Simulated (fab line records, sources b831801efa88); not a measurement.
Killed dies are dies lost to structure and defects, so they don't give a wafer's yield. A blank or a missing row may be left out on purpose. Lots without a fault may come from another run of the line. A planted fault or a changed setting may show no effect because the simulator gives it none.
A struck lot beside a sound one | flow sky130 | 15 steps out of a route of 708
Sound: wafers L844.1, L844.3, L844.4. Struck: wafers L849.1, L849.2, L849.6. The cause comes at the end.
At each step with rows: each side's tool, then ch and its chambers, then its first start. Under that, the readings that differ: sound wafers | struck wafers | difference of the means | sigmas: that difference in standard deviations of wafers without a fault.
alike: readings whose means differ by less than 2 such deviations, and words and numbers that are the same on both sides. not compared: withheld readings, readings that some wafer has no value for, bounds like >300 that may hide the same value, and numbers for which the record gives no deviation and whose values overlap.
The two part at a step that has a row with sigmas, a row that says differs or no value, or rows on one side only. Numbers that don't overlap but have no deviation are shown without sigmas and don't part them. A reading that every wafer of one side lacks parts them only if that side has two wafers or more.

SKY_METAL5_RS_MEAS_05: measures by four-point-probe.
  sound on film_metro-03, day 43 10:58; struck on film_metro-04, day 45 08:37
  alike: METAL5_ALCU_RS
SKY_METAL5_THK_MEAS_06: measures by xrf.
  sound on film_metro-03, day 43 11:05; struck on film_metro-04, day 45 08:44
  alike: METAL5_ALCU_THK
then, 7 steps without rows for these wafers: SKY_METAL5_DEHYDRATE_07 (time 60 s); SKY_METAL5_HMDS_08 (prime time 60 s); SKY_METAL5_COAT_09 (resist thk 1800 nm); SKY_METAL5_SOFTBAKE_10 (time 60 s); SKY_METAL5_EXPOSE_11 (exposes mask MM5, target cd 1600 nm); SKY_METAL5_PEB_12; SKY_METAL5_DEVELOP_13 (develop time 60 s).
SKY_METAL5_DESCUM_14: chemistry O2, time 11 s.
  sound on rie_metal-02 ch 0,1, day 44 09:09; struck on rie_metal-01 ch 0, day 46 05:48
  reading                     | sound       | struck      | difference | sigmas
  drypump_motor_current_A (A) | 5.4 5.4 6.1 | 6.5 6.6 6.6 | +0.9       | +2
  alike: oes_product_au
  not compared: rf_hours_counter_h
SKY_METAL5_METAL_ETCH_15: etches the open film in Cl2/BCl3, stops on SiO2, target depth 1260 nm, time 252 s.
  sound on rie_metal-02 ch 0,1, day 44 09:11; struck on rie_metal-01 ch 0, day 46 05:52
  reading                     | sound       | struck      | difference | sigmas
  drypump_motor_current_A (A) | 5.4 5.4 6.2 | 6.6 6.6 6.6 | +0.9       | +2
  alike: bcl3_flow_sccm, mfc_cl2_sccm, oes_product_au, throttle_valve_pct
  not compared: rf_hours_counter_h
SKY_METAL5_STRIP_16: strips in O2/N2.
  sound on plasma_asher-03 ch 0,1, day 44 09:25; struck on plasma_asher-04 ch 0,1, day 46 06:21
  alike: chamber_pressure_mTorr, drypump_motor_current_A, o2_flow_sccm, oes_product_au, strip_time_to_endpoint_s
  not compared: rf_hours_counter_h
SKY_METAL5_STRIP_17: strips in post etch residue remover, time 1200 s.
  sound on wet_bench-04 ch 0, day 44 09:31; struck on wet_bench-01 ch 0, day 46 06:27
  no value came back on the struck wafers for bath_guard_temp_C (C), bath_heat_duty_pct (%); on the sound wafers bath_guard_temp_C (C) reads 72.2 72.0 72.1
then, 1 step without rows for these wafers: SKY_METAL5_CLEAN_18 (cleans in IPA, time 180 s).
SKY_PAD_OPEN_PROBE_99:
  sound on prober-02, day 46 10:22; struck on prober-01, day 48 00:39
  reading                               | sound                | struck               | difference | sigmas
  model.etest.met5_comb.leak_log10_a_um | -12.03 -12.12 -12.24 | -11.47 -11.54 -11.53 | +0.62      |
  alike: defect_limited_yield, killed_at_M0_to_M3, killed_at_M4_up, killed_at_contacts, killed_at_front_end, killed_at_other, killed_dies, killed_open, killed_short, sort_bin_3_pad_short, sort_bin_5_function, sort_bin_6_memory, sort_n_pass, sort_yield_pct

WHERE THEY PART
First at SKY_METAL5_DESCUM_14; last, within this record, at SKY_METAL5_STRIP_17. Later steps at which nothing parts them and some readings are alike: SKY_PAD_OPEN_PROBE_99.

WHY: what the simulator had put in
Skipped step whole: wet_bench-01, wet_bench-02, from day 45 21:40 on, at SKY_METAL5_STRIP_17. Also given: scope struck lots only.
